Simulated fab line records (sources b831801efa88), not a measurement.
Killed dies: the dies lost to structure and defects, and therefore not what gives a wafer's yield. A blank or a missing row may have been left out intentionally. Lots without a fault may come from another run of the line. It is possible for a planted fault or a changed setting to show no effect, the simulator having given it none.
Problem report, 8D (eight disciplines) form, completed by code / flow gf180mcu / the parts of the form that need people (team, actions taken, sign-off) are left out

1. PROBLEM STATEMENT
Wafers free of any fault read 0.330 ohm/sq (standard deviation 0.0042) for V3_W_RS at GF_V3_RS_MEAS_24, against a mean of 0.280 ohm/sq on 6 wafers of 2 lots. That puts it -12 standard deviations away from the usual mean.
The step: measures by four-point-probe.
First seen on wafer L788.2, day 24 08:56, on filmMetro-04. The record holds 33 wafers of 11 lots with a number at this step. The rule behind "out" and "out of limits": a value lying over 4 standard deviations away from the usual mean. Any other wafer with a number is counted as sound.

2. WHAT IT IS; WHAT IT IS NOT
question=which readings at this step | is=V3_W_RS | is not=-
question=which lots | is=L788, L790 | is not=L787, L789, L798, L799, L801, L802, L803, L804, L806
question=which wafers of those lots | is=all that have a number | is not=-
question=read on which gauges | is=filmMetro-01, filmMetro-04 | is not=filmMetro-02
question=when | is=from day 24 08:56 | is not=up to then (3 sound wafers); but 24 sound wafers of L789, L798, L799, L801, L802, L803, L804, L806 came after

3. WHAT RULES OUT EACH SUSPECT
Counting: any tool at a process step up to the reading is kept as a suspect provided that every lot that is out went through it and no sound lot did after the first of them.
- the gauge at GF_V3_RS_MEAS_24 is ruled out. The wafers that are out were read on 2 gauges (filmMetro-01, filmMetro-04).
- cvdW-01 at GF_V3_CVD_23 (deposits W, target thk 350 nm, time 104.9 s): ruled out as a lasting fault. After its first lot that is out, L788 (day 24 08:48), sound lots L798, L801, L803, L804, L806 ran on it.
Left after counting: nothing in the record.

4. THE CAUSE (what the simulator had put in)
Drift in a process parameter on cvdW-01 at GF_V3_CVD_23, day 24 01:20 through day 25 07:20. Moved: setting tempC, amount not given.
The count ruled it out by mistake, since the rule takes a fault to strike every lot its tool runs from the start of the fault on, and this one did not do so.

5. THE CHAIN OF EFFECTS, in route order
One row per reading whose mean, taken over the struck wafers that have a number, lies over 3 standard deviations from the usual. Only readings whose record carries a usual standard deviation are examined. hours: median over the lots of the time between each lot's start at the first step of this table that gives one and its start at this step. sigmas: the change, counted in usual standard deviations.
hours=0; step=GF_V3_CVD_23; reading=susceptorTempC; usual=400.02 C; on struck wafers=409.11; change=+9.09; sigmas=+43
hours=0; step=GF_V3_RS_MEAS_24; reading=V3_W_RS; usual=0.330 ohm/sq; on struck wafers=0.280; change=-0.050; sigmas=-12
hours=0; step=GF_V3_THK_MEAS_25; reading=V3_W_THK; usual=342 nm; on struck wafers=401; change=+59; sigmas=+12
hours=0; step=GF_V3_CMP_26; reading=timeToEndpointS; usual=85 s; on struck wafers=100; change=+15; sigmas=+3.1
Process steps it contains:
- GF_V3_CVD_23: deposits W, target thk 350 nm, time 104.9 s.
- GF_V3_CMP_26: polishes, stops on SiO2, t overpolish 15 s, target thk 0 nm.

6. WHAT WOULD HAVE CAUGHT IT SOONER
The first out-of-limits reading at a measuring or inspecting step in this record came at day 24 08:56, 8 hours after the fault's start at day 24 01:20.
Tool's own readings at GF_V3_CVD_23, susceptorTempC: out on all struck wafers the step has rows for; an alarm limit on them would have tripped on the first.
